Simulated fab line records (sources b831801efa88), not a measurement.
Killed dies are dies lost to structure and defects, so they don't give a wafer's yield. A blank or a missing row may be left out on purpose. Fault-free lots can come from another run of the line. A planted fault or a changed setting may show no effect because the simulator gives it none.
A lot that was struck, set against a sound lot | flow sfq_line | 42 steps out of a route of 325
Sound: the wafers L187.1, L187.2, L187.4. Struck: wafer L185.4. (L185.3 of the same lot was not struck and is left out.) The cause comes at the end.
For every step that has rows: the tool of each side, followed by ch and its chambers, followed by its first start. Under that, the readings that differ: sound wafers | struck wafers | difference of the means | sigmas: that difference in standard deviations of wafers without a fault.
alike: readings whose means differ by less than 2 such deviations, and words and numbers that are the same on both sides. not compared: withheld readings, readings that some wafer has no value for, bounds like >300 that may hide the same value, and numbers for which the record gives no deviation and whose values overlap.
The two part at a step that has a row with sigmas, a row that says differs or no value, or rows on one side only. When numbers do not overlap yet have no deviation, they are printed without sigmas and do not part them. A reading that every wafer of one side lacks parts them only if that side has two wafers or more.

first, 6 steps without rows for these wafers: SFQ_TRILAYER_M2_LITHO_COAT_062 (resist thk 62 nm); SFQ_TRILAYER_M2_LITHO_COAT_057 (resist thk 600 nm); SFQ_TRILAYER_M2_LITHO_SOFTBAKE_061; SFQ_TRILAYER_M2_LITHO_EXPOSE_058 (exposes mask M2, target cd 500 nm); SFQ_TRILAYER_M2_LITHO_PEB_060 (peb time 60 s); SFQ_TRILAYER_M2_LITHO_DEVELOP_059 (time 60 s).
SFQ_M2_OVL_MEAS_916:
  struck on overlay-01, day 35 07:31; sound on overlay-02, day 37 13:53
  alike: M2_OVL
then, 2 steps without rows for these wafers: SFQ_TRILAYER_M2_BARC_OPEN_METAL_ETCH_077 (etches BARC in O2, target depth 125 nm, time 41.7 s); SFQ_TRILAYER_M2_ETCH_METAL_ETCH_060 (etches Nb in Cl2/Ar, stops on SiO2, target depth 240 nm, time 120 s).
SFQ_TRILAYER_M2_STRIP_STRIP_061: strips in O2.
  sound on rie_metal-04 ch 0,1, day 37 14:06; struck on rie_metal-04 ch 1, day 35 07:56
  alike: chamber_pressure_mTorr, drypump_motor_current_A, oes_product_au
  not compared: rf_hours_counter_h
then, 1 step without rows for these wafers: SFQ_TRILAYER_M2_STRIP_SOLV_CLEAN_062 (cleans in NMP, time 600 s).
SFQ_TRILAYER_I2_DEP_PECVD_063: deposits SiO2 from SiH4/N2O, time 111.11 s, target thk 500 nm.
  sound on pecvd-03 ch 0,1, day 37 14:52; struck on pecvd-02 ch 2, day 35 08:30
  alike: heater_power_w, throttle_valve_pct
SFQ_TRILAYER_I2_CMP_CMP_064: polishes SiO2.
  sound on cmp-02 ch 0,1,3, day 38 11:07; struck on cmp-01 ch 0, day 35 13:47
  reading                                             | sound             | struck | difference | sigmas
  time_to_endpoint_s (s)                              | 208 205 216       | 261    | +51        | +8
  model.SiO2_of_TRILAYER_I2_DEP_PECVD_063.thk_nm (nm) | 198.2 199.7 199.7 | 151.4  | -47.8      |
  alike: head_pressure_psi, motor_current_A
SFQ_I2_BOW_MEAS_917:
  struck on film_metro-02, day 35 15:49; sound on film_metro-01, day 38 14:07
  reading     | sound    | struck | difference | sigmas
  I2_BOW (um) | 13 12 25 | -3     | -20        | -2
SFQ_TRILAYER_I2_METRO_MEASURE_065:
  struck on film_metro-02, day 35 16:18; sound on film_metro-01, day 38 14:14
  reading     | sound             | struck | difference | sigmas
  thk_nm (nm) | 198.3 199.8 199.5 | 151.5  | -47.7      | -52
then, 6 steps without rows for these wafers: SFQ_TRILAYER_I2_VIA_LITHO_COAT_072 (resist thk 62 nm); SFQ_TRILAYER_I2_VIA_LITHO_COAT_067 (resist thk 650 nm); SFQ_TRILAYER_I2_VIA_LITHO_SOFTBAKE_071; SFQ_TRILAYER_I2_VIA_LITHO_EXPOSE_068 (exposes mask I2, target cd 500 nm); SFQ_TRILAYER_I2_VIA_LITHO_PEB_070 (peb time 60 s); SFQ_TRILAYER_I2_VIA_LITHO_DEVELOP_069 (time 60 s).
-- the record jumps here: 5 days lie between the struck wafers' starts before and after --
SFQ_I2_OVL_MEAS_918:
  struck on overlay-02, day 41 01:07; sound on overlay-02, day 42 23:55
  reading     | sound | struck | difference | sigmas
  I2_OVL (nm) | 1 2 1 | -15    | -16        | -3
then, 1 step without rows for these wafers: SFQ_TRILAYER_I2_VIA_BARC_OPEN_VIA_ETCH_096 (etches BARC in O2, target depth 125 nm, time 41.7 s).
SFQ_TRILAYER_I2_VIA_ETCH_VIA_ETCH_070: etches SiO2 in CHF3, stops on Nb, target depth 260 nm.
  sound on rie_diel-03 ch 0,1,3, day 42 23:59; struck on rie_diel-03 ch 0, day 41 01:11
  reading                        | sound             | struck | difference | sigmas
  oes_product_au (a.u.)          | 0.855 0.850 0.864 | 0.747  | -0.109     | -21
  model.etch.depth_nm (nm)       | 198.2 199.7 199.7 | 151.4  | -47.8      |
  model.I2.feature_depth_nm (nm) | 198.2 199.7 199.7 | 151.4  | -47.8      |
  alike: chamber_pressure_mTorr, drypump_motor_current_A
then, 2 steps without rows for these wafers: SFQ_TRILAYER_I2_VIA_STRIP_STRIP_071 (strips in O2); SFQ_TRILAYER_I2_VIA_STRIP_SOLV_CLEAN_072 (cleans in NMP, time 600 s).
SFQ_TRILAYER_M3_DEP_PRE_CLEAN_074: time 22.5 s.
  struck on pvd_sputter-06, day 41 02:04; sound on pvd_sputter-04, day 43 00:52
  reading                                             | sound             | struck | difference | sigmas
  model.SiO2_of_TRILAYER_I2_DEP_PECVD_063.thk_nm (nm) | 190.7 192.2 192.2 | 143.9  | -47.8      |
SFQ_TRILAYER_M3_DEP_SPUTTER_073: material Nb, target thk 200 nm, time 133.3 s.
  struck on pvd_sputter-06, day 41 02:06; sound on pvd_sputter-04, day 43 00:54
  alike: base_pressure_pa, throttle_valve_pct
SFQ_M3_RS_MEAS_919: measurement is done with a four-point probe.
  struck on film_metro-02, day 41 02:14; sound on film_metro-03, day 43 00:59
  alike: M3_NB_RS
then, 6 steps without rows for these wafers: SFQ_TRILAYER_M3_LITHO_COAT_080 (resist thk 62 nm); SFQ_TRILAYER_M3_LITHO_COAT_075 (resist thk 600 nm); SFQ_TRILAYER_M3_LITHO_SOFTBAKE_079; SFQ_TRILAYER_M3_LITHO_EXPOSE_076 (exposes mask M3, target cd 500 nm); SFQ_TRILAYER_M3_LITHO_PEB_078 (peb time 60 s); SFQ_TRILAYER_M3_LITHO_DEVELOP_077 (time 60 s).
-- the record jumps here: 5 days lie between the struck wafers' starts before and after --
SFQ_M3_OVL_MEAS_921:
  struck on overlay-01, day 46 05:47; sound on overlay-02, day 48 21:22
  alike: M3_OVL
SFQ_TRILAYER_M3_BARC_OPEN_METAL_ETCH_100: etches BARC in O2, target depth 125 nm, time 41.7 s.
  sound on rie_metal-02 ch 0,1, day 48 21:24; struck on rie_metal-04 ch 1, day 46 05:49
  reading                     | sound       | struck | difference | sigmas
  drypump_motor_current_A (A) | 6.4 5.6 5.6 | 5.0    | -0.9       | -2
  alike: chamber_pressure_mTorr, oes_product_au
  not compared: rf_hours_counter_h
then, 3 steps without rows for these wafers: SFQ_TRILAYER_M3_ETCH_METAL_ETCH_078 (etches Nb in Cl2/Ar, stops on SiO2, target depth 240 nm, time 120 s); SFQ_TRILAYER_M3_STRIP_STRIP_079 (strips in O2); SFQ_TRILAYER_M3_STRIP_SOLV_CLEAN_080 (cleans in NMP, time 600 s).
SFQ_TRILAYER_I3_DEP_PECVD_081: deposits SiO2 from SiH4/N2O, time 111.11 s, target thk 500 nm.
  sound on pecvd-02 ch 0,1,2, day 48 22:22; struck on pecvd-04 ch 1, day 46 06:46
  alike: heater_power_w, throttle_valve_pct
-- the record jumps here: 35 days lie between the struck wafers' starts before and after --
SFQ_M8_BOW_MEAS_951:
  struck on film_metro-01, day 81 01:15; sound on film_metro-02, day 81 13:53
  reading                 | sound            | struck | difference | sigmas
  M8_BOW (um)             | 24 22 38         | 3      | -25        | -2
  model.etest.i2.link_ohm | 1.98 1.983 1.982 | 1.919  | -0.063     |

== WHERE THEY PART ==
First at SFQ_TRILAYER_I2_CMP_CMP_064; last, within this record, at SFQ_M8_BOW_MEAS_951.

WHY: the cause the simulator had injected
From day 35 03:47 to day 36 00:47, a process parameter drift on cmp-01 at SFQ_TRILAYER_I2_CMP_CMP_064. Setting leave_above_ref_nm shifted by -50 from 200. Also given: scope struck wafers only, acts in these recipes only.
